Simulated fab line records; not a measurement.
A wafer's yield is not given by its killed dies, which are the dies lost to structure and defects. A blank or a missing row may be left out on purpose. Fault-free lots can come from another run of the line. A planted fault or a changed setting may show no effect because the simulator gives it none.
Which of the tools did it? || flow sky130 || 11 lots, 33 wafers sampled, at 5 steps of a route of 708

== WHAT THE GAUGES READ, wafer by wafer ==
SKY_NWELL_THK_MEAS_02.
{"lot": "L880", "measured": "day 2 17:07", "on": "film-metro-02", "NWELL_OXIDATION_THK (nm)": "10.19 9.89 9.94"}
{"lot": "L881", "measured": "day 3 00:11", "on": "film-metro-04", "NWELL_OXIDATION_THK (nm)": "9.89 9.95 9.79"}
{"lot": "L886", "measured": "day 4 14:29", "on": "film-metro-04", "NWELL_OXIDATION_THK (nm)": "10.11 10.11 10.22"}
{"lot": "L889", "measured": "day 4 20:32", "on": "film-metro-03", "NWELL_OXIDATION_THK (nm)": "10.19 10.15 10.23"}
{"lot": "L891", "measured": "day 5 07:04", "on": "film-metro-04", "NWELL_OXIDATION_THK (nm)": "10.31 10.13 10.28"}
{"lot": "L893", "measured": "day 5 15:02", "on": "film-metro-02", "NWELL_OXIDATION_THK (nm)": "9.93 10.11 10.07"}
{"lot": "L896", "measured": "day 6 05:26", "on": "film-metro-02", "NWELL_OXIDATION_THK (nm)": "10.13 9.91 10.27"}
{"lot": "L897", "measured": "day 6 10:29", "on": "film-metro-03", "NWELL_OXIDATION_THK (nm)": "10.04 10.06 10.16"}
{"lot": "L898", "measured": "day 6 13:35", "on": "film-metro-03", "NWELL_OXIDATION_THK (nm)": "9.90 9.87 9.81"}
{"lot": "L901", "measured": "day 7 09:17", "on": "film-metro-04", "NWELL_OXIDATION_THK (nm)": "10.25 10.26 10.33"}
{"lot": "L902", "measured": "day 7 12:16", "on": "film-metro-03", "NWELL_OXIDATION_THK (nm)": "9.82 9.91 9.88"}

SKY_NWELL_TW_MEAS_15.
{"lot": "L880", "measured": "day 4 16:26", "on": "film-metro-03", "NWELL_TW": "1810 1818 1819"}
{"lot": "L881", "measured": "day 4 22:55", "on": "film-metro-02", "NWELL_TW": "1847 1842 1848"}
{"lot": "L886", "measured": "day 6 23:36", "on": "film-metro-02", "NWELL_TW": "1818 1816 1820"}
{"lot": "L889", "measured": "day 7 04:38", "on": "film-metro-02", "NWELL_TW": "2305 2297 2289"}
{"lot": "L891", "measured": "day 7 15:32", "on": "film-metro-03", "NWELL_TW": "2266 2252 2259"}
{"lot": "L893", "measured": "day 7 22:40", "on": "film-metro-02", "NWELL_TW": "1848 1843 1857"}
{"lot": "L896", "measured": "day 8 16:40", "on": "film-metro-02", "NWELL_TW": "1831 1831 1841"}
{"lot": "L897", "measured": "day 8 22:16", "on": "film-metro-03", "NWELL_TW": "1817 1837 1828"}
{"lot": "L898", "measured": "day 9 00:09", "on": "film-metro-04", "NWELL_TW": "1826 1825 1825"}
{"lot": "L901", "measured": "day 9 23:28", "on": "film-metro-04", "NWELL_TW": "1835 1832 1838"}
{"lot": "L902", "measured": "day 10 03:40", "on": "film-metro-04", "NWELL_TW": "1829 1834 1835"}

SKY_NWELL_RS_MEAS_29: measurement is done with a four-point probe.
{"lot": "L880", "measured": "day 5 10:35", "on": "film-metro-02", "NWELL_RS (ohm/sq)": "626.5 625.9 626.1"}
{"lot": "L881", "measured": "day 5 16:47", "on": "film-metro-04", "NWELL_RS (ohm/sq)": "622.3 626.3 623.5"}
{"lot": "L886", "measured": "day 7 18:22", "on": "film-metro-02", "NWELL_RS (ohm/sq)": "627.8 628.2 628.0"}
{"lot": "L889", "measured": "day 7 22:34", "on": "film-metro-04", "NWELL_RS (ohm/sq)": "429.4 429.1 429.9"}
{"lot": "L891", "measured": "day 8 11:55", "on": "film-metro-03", "NWELL_RS (ohm/sq)": "430.6 430.1 430.4"}
{"lot": "L893", "measured": "day 8 20:46", "on": "film-metro-02", "NWELL_RS (ohm/sq)": "624.6 625.1 621.3"}
{"lot": "L896", "measured": "day 9 13:46", "on": "film-metro-02", "NWELL_RS (ohm/sq)": "625.5 625.7 627.1"}
{"lot": "L897", "measured": "day 9 20:47", "on": "film-metro-03", "NWELL_RS (ohm/sq)": "625.2 625.7 627.1"}
{"lot": "L898", "measured": "day 9 23:02", "on": "film-metro-02", "NWELL_RS (ohm/sq)": "625.2 623.4 621.4"}
{"lot": "L901", "measured": "day 10 22:34", "on": "film-metro-02", "NWELL_RS (ohm/sq)": "622.6 624.1 624.1"}
{"lot": "L902", "measured": "day 11 02:59", "on": "film-metro-04", "NWELL_RS (ohm/sq)": "626.1 625.3 626.7"}

SKY_SONOS_TUNNEL_OVL_MEAS_08.
{"lot": "L880", "measured": "day 11 10:37", "on": "overlay-01", "SONOS_TUNNEL_OVL (nm)": "0.7 1.8 -0.9"}
{"lot": "L881", "measured": "day 11 18:41", "on": "overlay-01", "SONOS_TUNNEL_OVL (nm)": "-0.2 2.1 3.1"}
{"lot": "L886", "measured": "day 14 12:44", "on": "overlay-02", "SONOS_TUNNEL_OVL (nm)": "3.1 3.7 2.5"}
{"lot": "L889", "measured": "day 14 19:44", "on": "overlay-02", "SONOS_TUNNEL_OVL (nm)": "1.9 1.4 0.4"}
{"lot": "L891", "measured": "day 15 11:29", "on": "overlay-02", "SONOS_TUNNEL_OVL (nm)": "3.9 2.5 2.6"}
{"lot": "L893", "measured": "day 15 23:50", "on": "overlay-02", "SONOS_TUNNEL_OVL (nm)": "-0.4 1.3 1.3"}
{"lot": "L896", "measured": "day 16 20:50", "on": "overlay-01", "SONOS_TUNNEL_OVL (nm)": "3.0 -0.4 0.3"}
{"lot": "L897", "measured": "day 17 06:38", "on": "overlay-01", "SONOS_TUNNEL_OVL (nm)": "3.0 5.7 2.7"}
{"lot": "L898", "measured": "day 17 10:14", "on": "overlay-01", "SONOS_TUNNEL_OVL (nm)": "3.4 2.4 3.6"}
{"lot": "L901", "measured": "day 18 15:34", "on": "overlay-02", "SONOS_TUNNEL_OVL (nm)": "2.6 2.1 1.5"}
{"lot": "L902", "measured": "day 18 21:56", "on": "overlay-02", "SONOS_TUNNEL_OVL (nm)": "3.7 4.6 5.3"}

== TOOL THAT RAN EACH LOT (tool first, then ch and the chambers of the sampled wafers, then the start) ==
{"lot": "L880", "SKY_NWELL_IMPLANT_11": "implanter-01 ch 0, day 4 15:53"}
{"lot": "L881", "SKY_NWELL_IMPLANT_11": "implanter-03 ch 0, day 4 22:22"}
{"lot": "L886", "SKY_NWELL_IMPLANT_11": "implanter-01 ch 0, day 6 23:03"}
{"lot": "L889", "SKY_NWELL_IMPLANT_11": "implanter-03 ch 0, day 7 03:48"}
{"lot": "L891", "SKY_NWELL_IMPLANT_11": "implanter-01 ch 0, day 7 14:40"}
{"lot": "L893", "SKY_NWELL_IMPLANT_11": "implanter-03 ch 0, day 7 22:07"}
{"lot": "L896", "SKY_NWELL_IMPLANT_11": "implanter-04 ch 0, day 8 16:07"}
{"lot": "L897", "SKY_NWELL_IMPLANT_11": "implanter-04 ch 0, day 8 21:43"}
{"lot": "L898", "SKY_NWELL_IMPLANT_11": "implanter-03 ch 0, day 8 23:36"}
{"lot": "L901", "SKY_NWELL_IMPLANT_11": "implanter-01 ch 0, day 9 22:55"}
{"lot": "L902", "SKY_NWELL_IMPLANT_11": "implanter-03 ch 0, day 10 03:07"}
- SKY_NWELL_IMPLANT_11

== AS READ BY THE TOOLS THEMSELVES (means over the sampled wafers that have a number; for cases with no such wafer, the mark the record gives instead) ==
SKY_NWELL_IMPLANT_11.
{"lot": "L880", "tool": "implanter-01", "dose-ions-cm2": 1.8977e+13, "end-station-pressure-torr (Torr)": 5e-06}
{"lot": "L881", "tool": "implanter-03", "dose-ions-cm2": 1.9007e+13, "end-station-pressure-torr (Torr)": 5e-06}
{"lot": "L886", "tool": "implanter-01", "dose-ions-cm2": 1.9002e+13, "end-station-pressure-torr (Torr)": 5e-06}
{"lot": "L889", "tool": "implanter-03", "dose-ions-cm2": 1.9013e+13, "end-station-pressure-torr (Torr)": 5e-06}
{"lot": "L891", "tool": "implanter-01", "dose-ions-cm2": 1.9009e+13, "end-station-pressure-torr (Torr)": 5e-06}
{"lot": "L893", "tool": "implanter-03", "dose-ions-cm2": 1.8991e+13, "end-station-pressure-torr (Torr)": 5e-06}
{"lot": "L896", "tool": "implanter-04", "dose-ions-cm2": 1.8994e+13, "end-station-pressure-torr (Torr)": 5e-06}
{"lot": "L897", "tool": "implanter-04", "dose-ions-cm2": 1.8990e+13, "end-station-pressure-torr (Torr)": 5e-06}
{"lot": "L898", "tool": "implanter-03", "dose-ions-cm2": 1.9007e+13, "end-station-pressure-torr (Torr)": 5e-06}
{"lot": "L901", "tool": "implanter-01", "dose-ions-cm2": 1.9012e+13, "end-station-pressure-torr (Torr)": 5e-06}
{"lot": "L902", "tool": "implanter-03", "dose-ions-cm2": 1.8985e+13, "end-station-pressure-torr (Torr)": 5e-06}

== THE ANSWER, worked out from the rows above alone ==
Rule: usual is defined by the lots themselves. The widest of any qualifying gaps counts: lots, ordered by their means at a reading, are off when they make up no more than a third of the lots, leave a main group of 4 or more, and stand apart from it by 3 or more times the standard deviation of that group's means. A main group whose means are all the same, to the digits that the tables above print for the reading, isn't used. A lot without any number at a reading at which 4 lots or more have one is off too. Any other lot the step has rows for is counted as sound. After the gauges, taken in route order, come the tools' own readings; for these a lot's mean is taken, as printed above. The first step at which some lot is off is used, and at that step the reading that is off furthest; a lot without a number counts as furthest.
Off: at SKY_NWELL_TW_MEAS_15 (NWELL_TW), L889, L891. Main group: mean 1831, sd 11.
If a tool, at a process step before that reading, ran all the lots that are off and no sound lot after the first of them, it fits. Gauges at SKY_NWELL_TW_MEAS_15: tried the same way as those tools. No candidate that was tried fits.

== WHAT WAS PUT IN BY THE SIMULATOR ==
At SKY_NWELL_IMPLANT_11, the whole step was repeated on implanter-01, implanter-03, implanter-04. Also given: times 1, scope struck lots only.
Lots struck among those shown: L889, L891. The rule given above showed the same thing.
